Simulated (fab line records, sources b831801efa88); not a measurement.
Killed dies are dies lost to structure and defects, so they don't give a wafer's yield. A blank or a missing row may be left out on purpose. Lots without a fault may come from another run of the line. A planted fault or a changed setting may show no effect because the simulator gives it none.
Which tool did it? | flow gf180mcu | 24 lots, 72 wafers sampled, at 2 steps of a route of 602

WHAT THE GAUGES READ, wafer by wafer
GF_M1_THK_MEAS_06: measures by xrf. Usual: M1_ALCU_THK 443 nm, standard deviation 6.7.
lot  | measured     | on            | M1_ALCU_THK (nm) | flag
L074 | day 16 07:23 | film_metro-04 | 450 454 449      |
L075 | day 16 13:26 | film_metro-03 | 444 440 441      |
L076 | day 17 00:25 | film_metro-03 | 452 451 447      |
L077 | day 17 12:44 | film_metro-04 | 445 444 447      |
L078 | day 17 17:24 | film_metro-04 | 439 446 439      |
L079 | day 18 07:13 | film_metro-04 | 450 447 454      |
L080 | day 18 17:15 | film_metro-04 | 436 444 439      |
L081 | day 18 23:56 | film_metro-02 | 437 438 440      |
L082 | day 19 05:22 | film_metro-02 | 433 434 437      |
L083 | day 19 17:02 | film_metro-04 | 454 456 449      |
L084 | day 20 02:56 | film_metro-02 | 447 450 447      |
L085 | day 20 08:47 | film_metro-03 | 445 447 450      |
L086 | day 20 10:39 | film_metro-03 | 452 445 451      |
L087 | day 21 02:20 | film_metro-04 | 434 438 436      |
L088 | day 21 08:52 | film_metro-03 | 449 445 449      |
L089 | day 21 19:22 | film_metro-02 | 443 442 442      |
L090 | day 21 23:56 | film_metro-03 | 438 439 442      |
L091 | day 22 08:25 | film_metro-02 | 426 430 429      |
L092 | day 22 18:18 | film_metro-04 | 447 444 443      |
L093 | day 23 02:40 | film_metro-02 | 438 440 442      |
L094 | day 23 07:20 | film_metro-03 | 438 439 435      |
L095 | day 23 15:08 | film_metro-04 | 451 450 452      |
L096 | day 24 04:28 | film_metro-02 | 446 441 444      |
L097 | day 24 04:50 | film_metro-02 | 441 442 441      |

WHICH TOOL RAN EACH LOT (tool, then ch and the chambers of the sampled wafers, then the start)
lot  | GF_SALICIDE_RTA_06
L074 | rtp_anneal-01 ch 0, day 15 06:34
L075 | rtp_anneal-02 ch 0, day 15 12:44
L076 | rtp_anneal-02 ch 0, day 15 23:27
L077 | rtp_anneal-01 ch 0, day 16 10:32
L078 | rtp_anneal-02 ch 0, day 16 15:57
L079 | rtp_anneal-02 ch 0, day 17 04:50
L080 | rtp_anneal-01 ch 0, day 17 15:20
L081 | rtp_anneal-02 ch 0, day 17 21:24
L082 | rtp_anneal-02 ch 0, day 18 02:49
L083 | rtp_anneal-01 ch 0, day 18 14:20
L084 | rtp_anneal-01 ch 0, day 19 00:33
L085 | rtp_anneal-02 ch 0, day 19 05:49
L086 | rtp_anneal-02 ch 0, day 19 07:36
L087 | rtp_anneal-02 ch 0, day 19 23:11
L088 | rtp_anneal-02 ch 0, day 20 06:33
L089 | rtp_anneal-01 ch 0, day 20 17:07
L090 | rtp_anneal-01 ch 0, day 20 22:05
L091 | rtp_anneal-02 ch 0, day 21 06:06
L092 | rtp_anneal-02 ch 0, day 21 16:35
L093 | rtp_anneal-01 ch 0, day 22 00:43
L094 | rtp_anneal-01 ch 0, day 22 05:34
L095 | rtp_anneal-01 ch 0, day 22 13:07
L096 | rtp_anneal-01 ch 0, day 23 03:36
L097 | rtp_anneal-01 ch 0, day 23 04:08
- GF_SALICIDE_RTA_06: time 30 s.

WHAT THE TOOLS THEMSELVES READ (means of the sampled wafers that have a number; where no wafer has one, the mark that the record gives instead)
GF_SALICIDE_RTA_06. Usual: lamp_power_pct 5.79 %, standard deviation 0.14; wafer_temp_C_max 532.4, standard deviation 0.49.
lot  | tool          | lamp_power_pct (%) | wafer_temp_C_max | flag
L074 | rtp_anneal-01 | 5.65               | 532.3            |
L075 | rtp_anneal-02 | 5.94               | 532.2            |
L076 | rtp_anneal-02 | 5.94               | 531.9            |
L077 | rtp_anneal-01 | 5.64               | 532.3            |
L078 | rtp_anneal-02 | 5.93               | 531.8            |
L079 | rtp_anneal-02 | 5.94               | 532.1            |
L080 | rtp_anneal-01 | 5.65               | 532.9            |
L081 | rtp_anneal-02 | 5.94               | 532.3            |
L082 | rtp_anneal-02 | 5.93               | 532.4            |
L083 | rtp_anneal-01 | 5.65               | 532.8            |
L084 | rtp_anneal-01 | 5.65               | 532.9            |
L085 | rtp_anneal-02 | 5.94               | 531.8            |
L086 | rtp_anneal-02 | 5.93               | 532.0            |
L087 | rtp_anneal-02 | 5.93               | 532.2            |
L088 | rtp_anneal-02 | 5.93               | 532.0            |
L089 | rtp_anneal-01 | 5.65               | 532.7            |
L090 | rtp_anneal-01 | 5.65               | 532.9            |
L091 | rtp_anneal-02 | 5.93               | 532.4            |
L092 | rtp_anneal-02 | 5.93               | 532.7            |
L093 | rtp_anneal-01 | 5.65               | 532.7            |
L094 | rtp_anneal-01 | 5.64               | 532.3            |
L095 | rtp_anneal-01 | 5.65               | 532.5            |
L096 | rtp_anneal-01 | 5.64               | 532.0            |
L097 | rtp_anneal-01 | 5.65               | 532.4            |

THE ANSWER, worked out from the rows above alone
Rule: a lot is off if the mean of its wafers that have a number lies more than 3 standard deviations from the usual mean. A lot without any number at a reading at which 4 lots or more have one is off too. The other lots that the step has rows for count as sound. The gauges are gone through in route order, then the tools' own readings, and for those a lot's mean is taken as printed above. The first step at which some lot is off is used, and at that step the reading that is off furthest; a lot without a number counts as furthest.
No lot is off at any reading shown: from this, nothing can be told.

WHAT THE SIMULATOR HAD PUT IN
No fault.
